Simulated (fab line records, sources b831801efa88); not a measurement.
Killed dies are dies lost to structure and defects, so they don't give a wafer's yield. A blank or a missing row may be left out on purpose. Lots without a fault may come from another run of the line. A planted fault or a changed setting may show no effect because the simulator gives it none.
Chamber matching | flow sfq_line | SFQ_TRILAYER_I3_CMP_CMP_082 on cmp-02: 4 sister chambers
The step polishes SiO2. 14 wafers are shown with their chamber, then 7 later ones without.

WAFERS WITH THEIR CHAMBER
wafer  | chamber | motor_current_A (A) | time_to_endpoint_s (s) | slurry_flow_ml_min
L298.2 | 0       | 9.5                 | 204                    | 149.9
L298.4 | 3       | 11.2                | 210                    | 150.0
L298.5 | 2       | 8.2                 | 196                    | 149.5
L299.1 | 0       | 9.9                 | 204                    | 149.9
L299.2 | 3       | 11.1                | 195                    | 150.3
L299.3 | 2       | 8.8                 | 197                    | 150.4
L301.1 | 1       | 9.8                 | 205                    | 150.3
L301.4 | 2       | 8.3                 | 206                    | 148.8
L301.5 | 1       | 9.4                 | 206                    | 150.3
L305.4 | 1       | 10.0                | 205                    | 149.7
L305.2 | 0       | 9.4                 | 199                    | 150.0
L305.5 | 1       | 9.9                 | 209                    | 150.0
L309.1 | 0       | 9.8                 | 205                    | 150.4
L309.2 | 3       | 11.6                | 194                    | 149.2

SIGNATURES (means of the wafers above)
reading            | chamber 0 | chamber 1 | chamber 2 | chamber 3 | scatter within a chamber
motor_current_A    | 9.650     | 9.775     | 8.433     | 11.300    | 0.269
time_to_endpoint_s | 203.00    | 206.25    | 199.67    | 199.67    | 5.04
slurry_flow_ml_min | 150.050   | 150.075   | 149.567   | 149.833   | 0.485
Rule: a wafer's distance from a chamber is the root of the sum, over the readings, of the square of ((its reading less the chamber's mean) divided by the reading's scatter). The wafer belongs to the nearest chamber; if the next one is less than 2 further off, it can't be placed. The scatter: the root of (the sum of the squares of (reading less its chamber's mean) over the shown wafers, divided by (wafers less chambers)).

WAFERS WITHOUT THEIR CHAMBER
wafer  | motor_current_A (A) | time_to_endpoint_s (s) | slurry_flow_ml_min
L309.5 | 9.5                 | 205                    | 150.0
L314.4 | 11.3                | 236                    | 150.3
L314.2 | 9.8                 | 200                    | 150.3
L314.6 | 8.3                 | 200                    | 150.8
L315.2 | 9.3                 | 194                    | 150.1
L315.3 | 9.5                 | 203                    | 150.1
L315.4 | 8.4                 | 195                    | 150.1

WHICH CHAMBER EACH WENT THROUGH
wafer  | from the rows above          | in truth
L309.5 | can't be placed: 0 or 1      | 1
L314.4 | can't be placed: 3 or 1 or 0 | 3
L314.2 | can't be placed: 0 or 1      | 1
L314.6 | 2                            | 2
L315.2 | can't be placed: 0 or 1 or 2 | 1
L315.3 | can't be placed: 0 or 1      | 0
L315.4 | 2                            | 2
Placed correctly: 2 of 7. Can't be placed from these rows: 5 (the true chamber is among the candidates in 5). Placed wrongly: 0.
